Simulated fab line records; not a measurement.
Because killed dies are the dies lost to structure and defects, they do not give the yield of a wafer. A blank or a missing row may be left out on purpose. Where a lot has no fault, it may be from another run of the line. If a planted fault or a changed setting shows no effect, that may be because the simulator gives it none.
Which tool is to blame? | flow sky130 | 6 lots, 18 wafers sampled, at 3 steps of a route of 708

## WHAT EACH GAUGE READ, for each wafer
SKY_LDD_N_OVL_MEAS_07.
lot  | measured     | on         | LDD_N_OVL (nm)
L643 | day 18 11:42 | overlay-01 | -0.1 -1.0 0.6
L645 | day 19 08:10 | overlay-01 | -1.6 -1.3 -1.2
L647 | day 19 22:53 | overlay-01 | 0.5 0.9 -1.0
L653 | day 22 22:56 | overlay-02 | -2.1 -1.8 -3.0
L657 | day 24 13:35 | overlay-02 | -0.7 -2.1 -1.3
L662 | day 25 14:16 | overlay-02 | -0.7 -0.4 0.7

## TOOL THAT RAN EACH LOT (tool first, then ch and the chambers of the sampled wafers, then the start)
lot  | SKY_POLY_GATE_ETCH_15             | SKY_LDD_N_COAT_02
L643 | rieDiel-04 ch 1,2, day 16 23:20   | lithoTrack-04 ch 0, day 17 20:57
L645 | rieDiel-04 ch 0,1, day 17 18:02   | lithoTrack-02 ch 0, day 18 17:52
L647 | rieDiel-01 ch 1,2,3, day 18 07:27 | lithoTrack-02 ch 0, day 19 07:29
L653 | rieDiel-04 ch 0,3, day 21 14:35   | lithoTrack-02 ch 0, day 22 07:34
L657 | rieDiel-02 ch 0,1, day 23 05:59   | lithoTrack-02 ch 0, day 23 21:59
L662 | rieDiel-02 ch 1,3, day 24 06:12   | lithoTrack-01 ch 0, day 24 23:52
- SKY_POLY_GATE_ETCH_15: etches BARC in N2/H2, stops on SiO2, time 118.5 s, target depth 110 nm.
- SKY_LDD_N_COAT_02: resist thk 300 nm.

## THE ANSWER, worked out from the rows above alone
Rule: the usual values come from the lots themselves. The widest of any qualifying gaps counts: lots, ordered by their means at a reading, are off when they make up no more than a third of the lots, leave a main group of 4 or more, and stand apart from it by 3 or more times the standard deviation of that group's means. A main group whose means are all the same, to the digits that the tables above print for the reading, isn't used. A lot without any number at a reading at which 4 lots or more have one is off too. Where the step has rows for the other lots, those lots are counted as sound.
No lot is off at any reading shown: from this, nothing can be told.

## WHAT HAD BEEN PUT IN BY THE SIMULATOR
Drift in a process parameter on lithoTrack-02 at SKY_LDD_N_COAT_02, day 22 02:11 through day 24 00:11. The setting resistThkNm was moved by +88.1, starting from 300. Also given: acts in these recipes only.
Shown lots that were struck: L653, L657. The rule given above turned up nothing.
